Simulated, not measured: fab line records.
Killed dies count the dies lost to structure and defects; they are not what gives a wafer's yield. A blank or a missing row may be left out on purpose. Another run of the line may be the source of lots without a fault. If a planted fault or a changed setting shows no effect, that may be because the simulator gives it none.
2 desks, one fault / flow sky130 / numbers are kept per desk, each desk with only its own; the story behind them comes last

== THE METROLOGY DESK ==
Means of the sampled wafers that have a number, per lot and without regard to the tool the lot ran on: this is what the gauges read. A lot is out of limits, marked OUT, if its mean lies more than 4 standard deviations from the usual mean; the brackets give that distance.
Columns: A = SONOS_ONO_CVD_02_THK at SKY_SONOS_ONO_THK_MEAS_03, usual 10.44 nm
lot=L661; first seen here=day 11 07:34; A=10.51
lot=L662; first seen here=day 11 18:42; A=10.36
lot=L663; first seen here=day 11 22:08; A=10.35
lot=L664; first seen here=day 12 03:34; A=10.41
lot=L666; first seen here=day 12 17:39; A=10.62
lot=L665; first seen here=day 12 17:40; A=10.45
lot=L675; first seen here=day 16 03:12; A=7.47 (-25) OUT
lot=L676; first seen here=day 16 14:16; A=7.16 (-27) OUT
lot=L683; first seen here=day 18 22:51; A=10.40
lot=L684; first seen here=day 19 08:44; A=10.41
Per this desk, out of limits: L675, L676; the first was L675, day 16 03:12 (SONOS_ONO_CVD_02_THK at SKY_SONOS_ONO_THK_MEAS_03). L661, L662, L663, L664, L666, L665, L683, L684: within limits.

== THE TOOL OWNER'S DESK: lpcvd-02 ==
The tool's own readings at SKY_SONOS_ONO_CVD_02 (deposits Si3N4 from DCS/NH3, target thk 10.5 nm, time 180 s): means of the sampled wafers that have a number, for each lot that ran on this tool. A lot is out of limits, marked OUT, if its mean lies more than 4 standard deviations from the usual mean; the brackets give that distance.
Columns: A = zone power centre pct at SKY_SONOS_ONO_CVD_02, usual 13.0 %
lot=L661; first seen here=day 11 06:30; A=13.3
lot=L662; first seen here=day 11 17:39; A=12.6
lot=L663; first seen here=day 11 21:04; A=13.2
lot=L664; first seen here=day 12 02:31; A=12.5
lot=L665; first seen here=day 12 16:36; A=12.6
lot=L666; first seen here=day 12 16:36; A=13.3
lot=L675; first seen here=day 16 02:09; A=13.2
lot=L676; first seen here=day 16 13:13; A=13.3
lot=L683; first seen here=day 18 21:15; A=12.6
lot=L684; first seen here=day 19 07:10; A=12.7
This desk found nothing out of limits on any of the 10 lots.

== PUT TOGETHER ==
Metrology desk: alarm possible at day 16 03:12 on L675, L676.
The desk of the tool owner found nothing out of limits.
Tool owner's desk: L675, L676 on record, inside its limits.
SKY_SONOS_ONO_CVD_02 was run on lpcvd-02 by each of the lots named.

== WHAT WAS PUT IN BY THE SIMULATOR ==
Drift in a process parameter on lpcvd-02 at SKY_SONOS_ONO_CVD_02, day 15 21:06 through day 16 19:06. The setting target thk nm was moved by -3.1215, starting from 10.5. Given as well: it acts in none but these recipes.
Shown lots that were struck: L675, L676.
Time in hours between the start of the fault and the first out-of-limits reading at each desk: metrology desk, 6.
